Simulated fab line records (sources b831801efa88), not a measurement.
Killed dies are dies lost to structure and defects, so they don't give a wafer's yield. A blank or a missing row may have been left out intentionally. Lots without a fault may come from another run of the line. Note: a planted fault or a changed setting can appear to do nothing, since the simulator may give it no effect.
fab line records	flow sfq-line
record lots=5	wafers=23
route steps=325 shown I2@108 M3@122 I3@133 M4@152 I4@164
start-h: the number of hours between the record's first day and the start of the first shown wafer of the lot	wait-h: hours elapsed since this lot's preceding step	" as in the row above	L1.1+2: a single row standing in for several wafers	- value missing, or start not given	* or withheld: withheld	< > ~ a bound
route shown NAME@n: names a module that has steps shown in the file, with the first one's number in the route	usual: the fault-free wafers' mean and standard deviation	same: alike in all rows	chamber/n: place in a boat	sites: per-site readings	_std_site: their standard deviation	_edge_site: outer sites' mean less inner sites'	radius-mm: for every site, how far away it sits from the centre of the wafer	mask NAME#n: copy n	behind: the tool/chamber that last shaped the wafer	hold: reason for holding the lot/hours on hold/outcome of the hold	device: the transistor (n, p or np) that didn't switch	end of line: at the end of the route, the tests of the same wafers	step lacking rows: just its recipe	killed: dies lost to structure and defects at the first sort, not the wafer's yield	map: dies across one wafer; x = killed, . = not, _ = none there
set.NAME: the setting as run; set.NAME@STEP: as run at that earlier step	model.NAME: the simulator's own value behind a step, which no gauge read
lots whose settings were changed on purpose; a table a step, a row a wafer
## steps
# step SFQ_TRILAYER_I2_VIA_LITHO_COAT_067
# recipe resist=KrF	spin-rpm=3000	resist-thk-nm=650
lot.wafer	tool	chamber	start-h	wait-h	set.resist-thk-nm	model.KrF_of_TRILAYER_I2_VIA_LITHO_COAT_067.thk-nm
L078.4	litho-track-01	0	640.82	0.2	650	651.7
L078.5	"	0	"	"	650	654.5
L078.6	"	0	"	"	650	651.3
L079.1	litho-track-01	0	642.21	0.2	650	649.2
L079.3	"	0	"	"	618.6	621.1
L079.4	"	0	"	"	618.6	619.8
L079.5	"	0	"	"	618.6	620.5
L079.6	"	0	"	"	650	649.1
L080.1	litho-track-04	0	643.67	0.2	650	648.9
L080.2	"	0	"	"	618.6	619.8
L080.3	"	0	"	"	618.6	618.4
L080.4	"	0	"	"	618.6	617.5
L080.6	"	0	"	"	650	648.5
L084.1+6	litho-track-01	0	665.58	0.2	626.8	626.8
L084.2	"	0	"	"	650	650
L084.4	"	0	"	"	650	648.7
L084.5	"	0	"	"	650	649.3
L085.1	litho-track-02	0	668.58	0.2	650	649.6
L085.2	"	0	"	"	650	649.3
L085.3	"	0	"	"	650	651.8
L085.5	"	0	"	"	650	650.7
L085.6	"	0	"	"	650	650.3
# step SFQ_TRILAYER_I2_VIA_LITHO_SOFTBAKE_071
# recipe temp-c=withheld	time-s=withheld	resist=KrF
# step SFQ_TRILAYER_I2_VIA_LITHO_EXPOSE_068
# recipe mask-id=I2	na=0.6	source-shape=conventional	sigma-outer=0.65	target-cd-nm=500	dose-mj=21.3
# step SFQ_TRILAYER_I2_VIA_LITHO_DEVELOP_069
# recipe time-s=60	resist=KrF
# step SFQ_TRILAYER_I2_VIA_BARC_OPEN_VIA_ETCH_096
# recipe mask-material=PR	chemistry=O2	target-depth-nm=125	target=BARC	source-w=518.3	bias-w=80	pressure-mtorr=30	time-s=41.7
lot.wafer	tool	chamber	start-h	wait-h	set.resist-thk-nm@TRILAYER_I2_VIA_LITHO_COAT_067	model.KrF_of_TRILAYER_I2_VIA_LITHO_COAT_067.thk-nm
L078.4	rie-diel-04	0	779.98	0.0	650	573.8
L078.5	"	0	"	"	650	576.1
L078.6	"	3	"	"	650	572.4
L079.1	rie-diel-02	2	782.38	0.0	650	571.1
L079.3	"	0	"	"	618.6	544.2
L079.4	"	3	"	"	618.6	540.5
L079.5	"	2	"	"	618.6	542.4
L079.6	"	3	"	"	650	569.6
L080.1	rie-diel-04	2	783.58	0.0	650	569.6
L080.2	"	1	"	"	618.6	541.2
L080.3	"	0	"	"	618.6	540.3
L080.4	"	3	"	"	618.6	538.8
L080.6	"	0	"	"	650	570.2
L084.1	rie-diel-03	0	805.18	0.0	626.8	548.3
L084.2+4	"	3,2	"	"	650	570.2
L084.5	"	3	"	"	650	569.9
L084.6	"	2	"	"	626.8	548
L085.1	rie-diel-02	0	807.58	0.0	650	572.8
L085.2	"	2	"	"	650	571.4
L085.3	"	1	"	"	650	574.4
L085.5	"	1	"	"	650	573.9
L085.6	"	2	"	"	650	572.2
# step SFQ_TRILAYER_I2_VIA_ETCH_VIA_ETCH_070
# recipe target=SiO2	stop-on=Nb	mask-material=PR	taper-deg=20	chemistry=CHF3	target-depth-nm=260	source-w=500	bias-w=80	pressure-mtorr=30	time-s=withheld
lot.wafer	tool	chamber	start-h	wait-h	set.resist-thk-nm@TRILAYER_I2_VIA_LITHO_COAT_067	model.KrF_of_TRILAYER_I2_VIA_LITHO_COAT_067.thk-nm
L078.4	rie-diel-04	0	780.02	0.0	650	530.3
L078.5	"	0	"	"	650	532.4
L078.6	"	3	"	"	650	528.7
L079.1	rie-diel-02	2	782.42	0.0	650	526.4
L079.3	"	0	"	"	618.6	500.3
L079.4	"	3	"	"	618.6	494.9
L079.5	"	2	"	"	618.6	497.5
L079.6	"	3	"	"	650	524.1
L080.1	rie-diel-04	2	783.62	0.0	650	524
L080.2	"	1	"	"	618.6	496.7
L080.3	"	0	"	"	618.6	496
L080.4	"	3	"	"	618.6	494.7
L080.6	"	0	"	"	650	525.6
L084.1	rie-diel-03	0	805.22	0.0	626.8	503.9
L084.2	"	3	"	"	650	524.7
L084.4	"	2	"	"	650	525.7
L084.5	"	3	"	"	650	524.8
L084.6	"	2	"	"	626.8	503.4
L085.1	rie-diel-02	0	807.62	0.0	650	529.7
L085.2	"	2	"	"	650	527.7
L085.3	"	1	"	"	650	530.9
L085.5	"	1	"	"	650	530.6
L085.6	"	2	"	"	650	528
# step SFQ_TRILAYER_M3_LITHO_COAT_080
# recipe resist=BARC	spin-rpm=3000	resist-thk-nm=62
lot.wafer	tool	chamber	start-h	wait-h	set.spin-rpm	model.BARC_of_TRILAYER_M3_LITHO_COAT_080.thk-nm
L078.4	litho-track-01	0	781.35	0.2	3000	61.96
L078.5	"	0	"	"	3000	62.02
L078.6	"	0	"	"	3000	62.06
L079.1	litho-track-03	0	783.60	0.1	2926	62.55
L079.3	"	0	"	"	3000	61.75
L079.4	"	0	"	"	2926	62.64
L079.5	"	0	"	"	3000	61.78
L079.6	"	0	"	"	2926	62.53
L080.1	litho-track-04	0	784.80	0.1	3000	61.86
L080.2	"	0	"	"	3000	61.96
L080.3	"	0	"	"	3000	61.94
L080.4+6	"	0	"	"	3140	60.37
L084.1	litho-track-03	0	806.40	0.1	3000	61.67
L084.2	"	0	"	"	3000	61.62
L084.4	"	0	"	"	3133	60.56
L084.5	"	0	"	"	3000	61.98
L084.6	"	0	"	"	3133	60.36
L085.1	litho-track-03	0	808.80	0.1	3000	62.15
L085.2	"	0	"	"	3000	62.01
L085.3	"	0	"	"	3000	62.05
L085.5	"	0	"	"	2906	63.02
L085.6	"	0	"	"	2906	63.06
# step SFQ_TRILAYER_M3_BARC_OPEN_METAL_ETCH_100
# recipe mask-material=PR	chemistry=O2	target-depth-nm=125	target=BARC	icp-w=600	bias-w=80	pressure-mtorr=10	time-s=41.7
lot.wafer	tool	chamber	start-h	wait-h	set.pressure-mtorr	set.spin-rpm@TRILAYER_M3_LITHO_COAT_080	model.etch.depth-nm
L078.4	rie-metal-01	0	922.83	0.0	10	3000	61.96
L078.5	"	1	"	"	10	3000	62.02
L078.6	"	0	"	"	10	3000	62.06
L079.1	rie-metal-03	0	926.41	0.0	9.133	2926	-
L079.3	"	1	"	"	9.133	3000	61.75
L079.4	"	0	"	"	9.133	2926	62.64
L079.5	"	1	"	"	9.133	3000	-
L079.6	"	0	"	"	9.133	2926	62.53
L080.1+3	rie-metal-03	1,0	931.25	0.0	10.78	3000	-
L080.2	"	0	"	"	10.78	3000	61.96
L080.4+6	"	1,0	"	"	10.78	3140	60.37
L084.1+5	rie-metal-03	0	953.50	0.0	11.15	3000	-
L084.2	"	1	"	"	11.15	3000	61.62
L084.4+6	"	1	"	"	11.15	3133	-
L085.1+2+3	rie-metal-02	1,0,1	955.90	0.0	11.13	3000	-
L085.5+6	"	0,1	"	"	11.13	2906	-
# step SFQ_TRILAYER_I3_DEP_PECVD_081
# recipe material=SiO2	temp-c=150	time-s=111.11	pressure-torr=2.4	rf-w=183.3	precursor=SiH4/N2O	target-thk-nm=500
lot.wafer	tool	chamber	start-h	wait-h	set.time-s	model.SiO2_of_TRILAYER_I3_DEP_PECVD_081.thk-nm
L078.4	pecvd-01	0	923.81	0.0	111.11	509.5
L078.5	"	1	"	"	111.11	507.3
L078.6	"	2	"	"	111.11	498.9
L079.1	pecvd-04	1	927.37	0.0	122.2	544.5
L079.3	"	2	"	"	111.11	505.3
L079.4	"	2	"	"	111.11	510.9
L079.5	"	1	"	"	122.2	553.3
L079.6	"	0	"	"	111.11	509.8
L080.1	pecvd-04	0	932.21	0.0	111.11	499.8
L080.2	"	1	"	"	111.11	503.2
L080.3	"	2	"	"	111.11	504.4
L080.4	"	1	"	"	111.11	508.8
L080.6	"	0	"	"	111.11	514.3
L084.1	pecvd-02	2	954.46	0.0	106.6	482.7
L084.2	"	1	"	"	111.11	497.3
L084.4	"	0	"	"	111.11	522.3
L084.5	"	2	"	"	106.6	487.2
L084.6	"	1	"	"	111.11	508.4
L085.1	pecvd-04	2	956.86	0.0	111.11	495.6
L085.2	"	0	"	"	111.11	486.9
L085.3	"	1	"	"	115.4	508
L085.5	"	2	"	"	111.11	510
L085.6	"	0	"	"	115.4	517.1
# step SFQ_TRILAYER_I3_CMP_CMP_082
# recipe material=SiO2	down-force-psi=3	platen-rpm=60	pad-velocity-m-s=0.94248
# usual time-to-endpoint-s=216/9.8
lot.wafer	tool	chamber	start-h	wait-h	set.time-s@TRILAYER_I3_DEP_PECVD_081	time-to-endpoint-s
L078.4	cmp-01	1	926.24	2.4	111.11	218
L078.6	"	3	927.24	3.4	111.11	212
L078.5	"	0	"	"	111.11	230
L079.3	cmp-01	2	928.24	0.8	111.11	218
L079.1	"	0	929.24	1.8	122.2	262
L079.4	"	1	"	"	111.11	223
L079.5	"	2	"	"	122.2	256
L079.6	"	3	"	"	111.11	218
L080.3	cmp-01	0	934.24	2.0	111.11	230
L080.4	"	1	"	"	111.11	221
L080.1	"	2	"	"	111.11	222
L080.2	"	3	"	"	111.11	214
L080.6	"	0	"	"	111.11	239
L084.1	cmp-01	1	956.61	2.1	106.6	198
L084.4	"	3	957.61	3.1	111.11	226
L084.2	"	0	"	"	111.11	215
L084.5	"	1	"	"	106.6	200
L084.6	"	2	"	"	111.11	218
L085.2	cmp-02	3	958.16	1.3	111.11	197
L085.1	"	0	"	"	111.11	195
L085.3	"	1	"	"	115.4	226
L085.6	"	3	960.16	3.2	115.4	223
L085.5	"	0	"	"	111.11	209
# step SFQ_TRILAYER_I3_VIA_LITHO_EXPOSE_086
# recipe mask-id=I3	na=0.6	source-shape=conventional	sigma-outer=0.65	target-cd-nm=500	dose-mj=21.3
lot.wafer	tool	chamber	start-h	wait-h	mask	set.dose-mj
L078.4+5+6	krf-scanner-01	0	1073.86	-	I3#0	21.3
L079.1+3	krf-scanner-01	0	1075.66	-	I3#0	22.84
L079.4+5+6	"	0	"	"	I3#0	21.3
L080.1+2+4	krf-scanner-01	0	1079.26	-	I3#0	21.3
L080.3+6	"	0	"	"	I3#0	20.66
L084.1+2	krf-scanner-01	0	1094.86	-	I3#0	21.3
L084.4+5+6	"	0	"	"	I3#0	20.42
L085.1+5+6	krf-scanner-01	0	1097.26	-	I3#0	20.78
L085.2+3	"	0	"	"	I3#0	21.3
# step SFQ_TRILAYER_I3_VIA_BARC_OPEN_VIA_ETCH_121
# recipe mask-material=PR	chemistry=O2	target-depth-nm=125	target=BARC	source-w=500	bias-w=80	pressure-mtorr=30	time-s=41.7
lot.wafer	tool	chamber	start-h	wait-h	set.source-w	set.dose-mj@TRILAYER_I3_VIA_LITHO_EXPOSE_086	model.I3.cd-nm
L078.4	rie-diel-02	2	1074.80	0.0	500	21.3	502.8
L078.5	"	0	"	"	500	21.3	503.3
L078.6	"	1	"	"	500	21.3	500.8
L079.1	rie-diel-02	2	1077.20	0.0	446.7	22.84	512.3
L079.3	"	0	"	"	446.7	22.84	509.9
L079.4	"	3	"	"	500	21.3	499.5
L079.5	"	1	"	"	500	21.3	498
L079.6	"	2	"	"	446.7	21.3	500.9
L080.1	rie-diel-03	1	1080.80	0.0	500	21.3	502
L080.2	"	3	"	"	500	21.3	500.3
L080.3	"	0	"	"	500	20.66	494.5
L080.4	"	2	"	"	500	21.3	500.6
L080.6	"	1	"	"	500	20.66	496.6
L084.1	rie-diel-03	0	1096.40	0.0	500	21.3	500.2
L084.2	"	3	"	"	500	21.3	502.4
L084.4	"	2	"	"	500	20.42	492.7
L084.5	"	2	"	"	500	20.42	492.8
L084.6	"	3	"	"	500	20.42	494.5
L085.1	rie-diel-02	3	1098.80	0.0	500	20.78	496.2
L085.2	"	2	"	"	522.9	21.3	501.9
L085.3	"	1	"	"	500	21.3	498.2
L085.5	"	2	"	"	522.9	20.78	497.7
L085.6	"	1	"	"	522.9	20.78	495.1
# step SFQ_TRILAYER_I3_VIA_ETCH_VIA_ETCH_088
# recipe target=SiO2	stop-on=Nb	mask-material=PR	taper-deg=20	chemistry=CHF3	target-depth-nm=260	source-w=500	bias-w=80	pressure-mtorr=30	time-s=withheld
lot.wafer	tool	chamber	start-h	wait-h	set.dose-mj@TRILAYER_I3_VIA_LITHO_EXPOSE_086	model.I3.cd-nm
L078.4	rie-diel-02	2	1074.84	0.0	21.3	499.6
L078.5	"	0	"	"	21.3	501.3
L078.6	"	1	"	"	21.3	504.3
L079.1	rie-diel-02	2	1077.24	0.0	22.84	509.7
L079.3	"	0	"	"	22.84	508.3
L079.4+6	"	3,2	"	"	21.3	498.1
L079.5	"	1	"	"	21.3	501.4
L080.1	rie-diel-03	1	1080.84	0.0	21.3	502.4
L080.2	"	3	"	"	21.3	498.9
L080.3	"	0	"	"	20.66	497
L080.4	"	2	"	"	21.3	500.3
L080.6	"	1	"	"	20.66	497.4
L084.1	rie-diel-03	0	1096.44	0.0	21.3	500.7
L084.2	"	3	"	"	21.3	500.6
L084.4	"	2	"	"	20.42	492.3
L084.5	"	2	"	"	20.42	492.8
L084.6	"	3	"	"	20.42	493
L085.1	rie-diel-02	3	1098.84	0.0	20.78	495.2
L085.2	"	2	"	"	21.3	499.2
L085.3	"	1	"	"	21.3	502
L085.5	"	2	"	"	20.78	496.3
L085.6	"	1	"	"	20.78	499.8
# step SFQ_TRILAYER_M4_LITHO_COAT_098
# recipe resist=BARC	spin-rpm=3000	resist-thk-nm=62
lot.wafer	tool	chamber	start-h	wait-h	set.resist-thk-nm	model.BARC_of_TRILAYER_M4_LITHO_COAT_098.thk-nm
L078.4	litho-track-01	0	1076.19	0.2	62	61.82
L078.5	"	0	"	"	62	61.89
L078.6	"	0	"	"	62	61.77
L079.1	litho-track-01	0	1078.44	0.1	62	61.76
L079.3	"	0	"	"	59.8	59.74
L079.4	"	0	"	"	62	62.18
L079.5+6	"	0	"	"	59.8	59.84
L080.1+4	litho-track-01	0	1082.03	0.1	63.34	63.61
L080.2	"	0	"	"	62	62.22
L080.3	"	0	"	"	62	62.18
L080.6	"	0	"	"	63.34	63.53
L084.1	litho-track-02	0	1097.63	0.1	62	62.34
L084.2	"	0	"	"	62	62.22
L084.4	"	0	"	"	62	62.17
L084.5	"	0	"	"	59.82	60.03
L084.6	"	0	"	"	59.82	60.14
L085.1	litho-track-03	0	1100.64	0.1	62	62.21
L085.2	"	0	"	"	64.31	64.1
L085.3	"	0	"	"	64.31	64.28
L085.5	"	0	"	"	64.31	64.3
L085.6	"	0	"	"	62	62.02
# step SFQ_TRILAYER_M4_LITHO_COAT_093
# recipe resist=KrF	spin-rpm=3000	resist-thk-nm=600
# step SFQ_TRILAYER_M4_LITHO_SOFTBAKE_097
# recipe temp-c=withheld	time-s=withheld	resist=KrF
# step SFQ_TRILAYER_M4_LITHO_DEVELOP_095
# recipe time-s=60	resist=KrF
# step SFQ_TRILAYER_M4_BARC_OPEN_METAL_ETCH_123
# recipe mask-material=PR	chemistry=O2	target-depth-nm=125	target=BARC	icp-w=600	bias-w=80	pressure-mtorr=10	time-s=41.7
lot.wafer	tool	chamber	start-h	wait-h	set.resist-thk-nm@TRILAYER_M4_LITHO_COAT_098	model.etch.depth-nm
L078.4	rie-metal-04	0	1196.98	0.0	62	61.82
L078.5	"	0	"	"	62	61.89
L078.6	"	1	"	"	62	61.77
L079.1	rie-metal-01	1	1201.76	0.0	62	-
L079.3	"	0	"	"	59.8	59.74
L079.4	"	1	"	"	62	62.18
L079.5	"	1	"	"	59.8	-
L079.6	"	0	"	"	59.8	59.84
L080.1	rie-metal-02	0	1207.76	0.0	63.34	-
L080.2	"	1	"	"	62	62.22
L080.3	"	0	"	"	62	-
L080.4	"	1	"	"	63.34	63.61
L080.6	"	1	"	"	63.34	63.53
L084.1+4	rie-metal-04	1,0	1235.36	0.0	62	-
L084.2	"	0	"	"	62	62.22
L084.5+6	"	1,0	"	"	59.82	-
L085.1+6	rie-metal-04	1,0	1237.76	0.0	62	-
L085.2+3+5	"	0,1,1	"	"	64.31	-
# step SFQ_TRILAYER_M4_ETCH_METAL_ETCH_096
# recipe target=Nb	stop-on=SiO2	mask-material=PR	chemistry=Cl2/Ar	target-depth-nm=240	icp-w=600	bias-w=80	pressure-mtorr=10	time-s=120
lot.wafer	tool	chamber	start-h	wait-h	set.time-s	model.KrF_of_TRILAYER_M4_LITHO_COAT_093.thk-nm
L078.4	rie-metal-04	0	1197.06	0.1	120	382.7
L078.5	"	0	"	"	120	383
L078.6	"	1	"	"	120	377.3
L079.1	rie-metal-01	1	1201.82	0.0	131.1	377.8
L079.3	"	0	"	"	120	385
L079.4	"	1	"	"	120	384.8
L079.5	"	1	"	"	120	389.1
L079.6	"	0	"	"	131.1	373.3
L080.1	rie-metal-02	0	1207.82	0.0	133.3	360.8
L080.2	"	1	"	"	133.3	362.5
L080.3	"	0	"	"	120	376.2
L080.4	"	1	"	"	120	379.9
L080.6	"	1	"	"	120	380.3
L084.1	rie-metal-04	1	1235.42	0.0	110.1	391.4
L084.2	"	0	"	"	110.1	393
L084.4	"	0	"	"	120	382.3
L084.5	"	1	"	"	120	379.4
L084.6	"	0	"	"	110.1	392
L085.1	rie-metal-04	1	1237.82	0.0	131	360.9
L085.2	"	0	"	"	131	361.1
L085.3	"	1	"	"	120	372.8
L085.5	"	1	"	"	120	372.3
L085.6	"	0	"	"	120	373.7
# step SFQ_TRILAYER_I4_CMP_CMP_100
# recipe material=SiO2	down-force-psi=3	platen-rpm=60	pad-velocity-m-s=0.94248
lot.wafer	tool	chamber	start-h	wait-h	set.leave-above-ref-nm	model.SiO2_of_TRILAYER_I4_DEP_PECVD_099.thk-nm
L078.4	cmp-02	0	1202.68	4.7	200	197.1
L078.6	"	1	"	"	200	199.6
L078.5	"	2	"	"	200	201.7
L079.4	cmp-02	2	1207.18	4.4	200	201.7
L079.3	"	3	"	"	211.6	210.2
L079.1	"	0	"	"	211.6	209.3
L079.6	"	2	1209.18	6.4	200	201.2
L079.5	"	3	"	"	211.6	210.1
L080.3	cmp-01	3	1215.78	7.0	200	200.3
L080.4	"	0	"	"	191.2	192.6
L080.2	"	1	"	"	200	201.2
L080.1	"	2	"	"	191.2	190.8
L080.6	"	0	1218.28	9.5	200	202
L084.2	cmp-02	1	1237.18	0.8	200	200.7
L084.1	"	2	"	"	210.2	212.4
L084.4	"	3	"	"	200	199.3
L084.6	"	1	1239.18	2.8	210.2	210.7
L084.5	"	2	"	"	210.2	212
L085.2	cmp-02	3	1240.18	1.4	200	198.5
L085.1	"	0	"	"	200	198.7
L085.3	"	2	1241.68	2.9	200	202.3
L085.5+6	"	3,0	"	"	200	198.6
# step SFQ_TRILAYER_I4_METRO_MEASURE_101
# usual thk-nm=200.2/1.4
lot.wafer	tool	chamber	start-h	wait-h	set.leave-above-ref-nm@TRILAYER_I4_CMP_CMP_100	thk-nm
L078.4	film-metro-04	-	1204.90	0.6	200	197.0
L078.5	"	-	"	"	200	201.6
L078.6	"	-	"	"	200	199.4
L079.1	film-metro-04	-	1210.30	0.1	211.6	209.3
L079.3	"	-	"	"	211.6	210.0
L079.4	"	-	"	"	200	201.8
L079.5	"	-	"	"	211.6	210.3
L079.6	"	-	"	"	200	201.3
L080.1	film-metro-03	-	1218.90	0.1	191.2	190.8
L080.2	"	-	"	"	200	201.1
L080.3	"	-	"	"	200	200.3
L080.4	"	-	"	"	191.2	192.4
L080.6	"	-	"	"	200	202.0
L084.1	film-metro-03	-	1240.30	0.1	210.2	212.5
L084.2	"	-	"	"	200	200.7
L084.4	"	-	"	"	200	199.4
L084.5	"	-	"	"	210.2	212.0
L084.6	"	-	"	"	210.2	210.7
L085.1	film-metro-01	-	1243.30	0.1	200	198.7
L085.2	"	-	"	"	200	198.6
L085.3	"	-	"	"	200	202.5
L085.5	"	-	"	"	200	198.7
L085.6	"	-	"	"	200	198.5
# step SFQ_TRILAYER_I4_VIA_LITHO_PEB_106
# recipe peb-temp-c=115	peb-time-s=60	resist=KrF
lot.wafer	tool	chamber	start-h	wait-h	set.peb-time-s
L078.4+5+6	litho-track-02	0	1336.89	0.5	60
L079.1+3+4	litho-track-02	0	1341.62	1.0	56.97
L079.5+6	"	0	"	"	60
L080.1+2+3+4+6	litho-track-01	0	1351.22	1.0	60
L084.1+5	litho-track-02	0	1378.79	1.0	54.45
L084.2+4+6	"	0	"	"	60
L085.1+3+5	litho-track-04	0	1381.19	1.0	60
L085.2+6	"	0	"	"	63.22
# step SFQ_TRILAYER_I4_VIA_LITHO_DEVELOP_105
# recipe time-s=60	resist=KrF
# step SFQ_TRILAYER_I4_VIA_BARC_OPEN_VIA_ETCH_146
# recipe mask-material=PR	chemistry=O2	target-depth-nm=125	target=BARC	source-w=500	bias-w=80	pressure-mtorr=30	time-s=41.7
lot.wafer	tool	chamber	start-h	wait-h	set.peb-time-s@TRILAYER_I4_VIA_LITHO_PEB_106	model.I4.cd-nm
L078.4	rie-diel-01	0	1337.15	0.0	60	700.7
L078.5	"	0	"	"	60	700.9
L078.6	"	1	"	"	60	699.5
L079.1	rie-diel-01	1	1341.95	0.0	56.97	693
L079.3	"	3	"	"	56.97	694.4
L079.4	"	0	"	"	56.97	695.1
L079.5	"	3	"	"	60	701.8
L079.6	"	2	"	"	60	699.9
L080.1	rie-diel-01	3	1351.55	0.0	60	699.4
L080.2	"	1	"	"	60	699.3
L080.3	"	2	"	"	60	699
L080.4	"	0	"	"	60	700.9
L080.6	"	2	"	"	60	700.3
L084.1	rie-diel-04	1	1379.12	0.0	54.45	685.7
L084.2	"	3	"	"	60	699.6
L084.4	"	0	"	"	60	700.1
L084.5	"	0	"	"	54.45	686.5
L084.6	"	3	"	"	60	699.5
L085.1	rie-diel-01	3	1381.52	0.0	60	699.4
L085.2	"	1	"	"	63.22	707.3
L085.3	"	0	"	"	60	700.9
L085.5	"	2	"	"	60	701.4
L085.6	"	3	"	"	63.22	706.9
## key
split step=SFQ_TRILAYER_I2_VIA_LITHO_COAT_067	setting=resist-thk-nm	stated=650	by=wafer
response step=SFQ_TRILAYER_I2_VIA_LITHO_COAT_067	reading=model.KrF_of_TRILAYER_I2_VIA_LITHO_COAT_067.thk-nm	change=+6.13	per=1%	r=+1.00
response step=SFQ_TRILAYER_I2_VIA_BARC_OPEN_VIA_ETCH_096	reading=model.KrF_of_TRILAYER_I2_VIA_LITHO_COAT_067.thk-nm	change=+6.02	per=1%	r=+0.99
response step=SFQ_TRILAYER_I2_VIA_ETCH_VIA_ETCH_070	reading=model.KrF_of_TRILAYER_I2_VIA_LITHO_COAT_067.thk-nm	change=+5.9	per=1%	r=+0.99
split step=SFQ_TRILAYER_M3_LITHO_COAT_080	setting=spin-rpm	stated=3000	by=wafer
response step=SFQ_TRILAYER_M3_LITHO_COAT_080	reading=model.BARC_of_TRILAYER_M3_LITHO_COAT_080.thk-nm	change=-0.314	per=1%	r=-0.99
response step=SFQ_TRILAYER_M3_BARC_OPEN_METAL_ETCH_100	reading=model.etch.depth-nm	change=-0.339	per=1%	r=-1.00
split step=SFQ_TRILAYER_M3_BARC_OPEN_METAL_ETCH_100	setting=pressure-mtorr	stated=10	by=lot
response none clear
split step=SFQ_TRILAYER_I3_DEP_PECVD_081	setting=time-s	stated=111.11	by=wafer
response step=SFQ_TRILAYER_I3_DEP_PECVD_081	reading=model.SiO2_of_TRILAYER_I3_DEP_PECVD_081.thk-nm	change=+4.26	per=1%	r=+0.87
response step=SFQ_TRILAYER_I3_CMP_CMP_082	reading=time-to-endpoint-s	change=*	per=1%	r=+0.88
split step=SFQ_TRILAYER_I3_VIA_LITHO_EXPOSE_086	setting=dose-mj	stated=21.3	by=wafer
response step=SFQ_TRILAYER_I3_VIA_BARC_OPEN_VIA_ETCH_121	reading=model.I3.cd-nm	change=+1.69	per=1%	r=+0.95
response step=SFQ_TRILAYER_I3_VIA_ETCH_VIA_ETCH_088	reading=model.I3.cd-nm	change=+1.45	per=1%	r=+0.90
split step=SFQ_TRILAYER_I3_VIA_BARC_OPEN_VIA_ETCH_121	setting=source-w	stated=500	by=wafer
response none clear
split step=SFQ_TRILAYER_M4_LITHO_COAT_098	setting=resist-thk-nm	stated=62	by=wafer
response step=SFQ_TRILAYER_M4_LITHO_COAT_098	reading=model.BARC_of_TRILAYER_M4_LITHO_COAT_098.thk-nm	change=+0.6	per=1%	r=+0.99
response step=SFQ_TRILAYER_M4_BARC_OPEN_METAL_ETCH_123	reading=model.etch.depth-nm	change=+0.66	per=1%	r=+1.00
split step=SFQ_TRILAYER_M4_ETCH_METAL_ETCH_096	setting=time-s	stated=120	by=wafer
response step=SFQ_TRILAYER_M4_ETCH_METAL_ETCH_096	reading=model.KrF_of_TRILAYER_M4_LITHO_COAT_093.thk-nm	change=-1.37	per=1%	r=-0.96
split step=SFQ_TRILAYER_I4_CMP_CMP_100	setting=leave-above-ref-nm	stated=200	by=wafer
response step=SFQ_TRILAYER_I4_CMP_CMP_100	reading=model.SiO2_of_TRILAYER_I4_DEP_PECVD_099.thk-nm	change=+1.89	per=1%	r=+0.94
response step=SFQ_TRILAYER_I4_METRO_MEASURE_101	reading=thk-nm	change=+1.9	per=1%	r=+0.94
split step=SFQ_TRILAYER_I4_VIA_LITHO_PEB_106	setting=peb-time-s	stated=60	by=wafer
response step=SFQ_TRILAYER_I4_VIA_BARC_OPEN_VIA_ETCH_146	reading=model.I4.cd-nm	change=+1.4	per=1%	r=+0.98
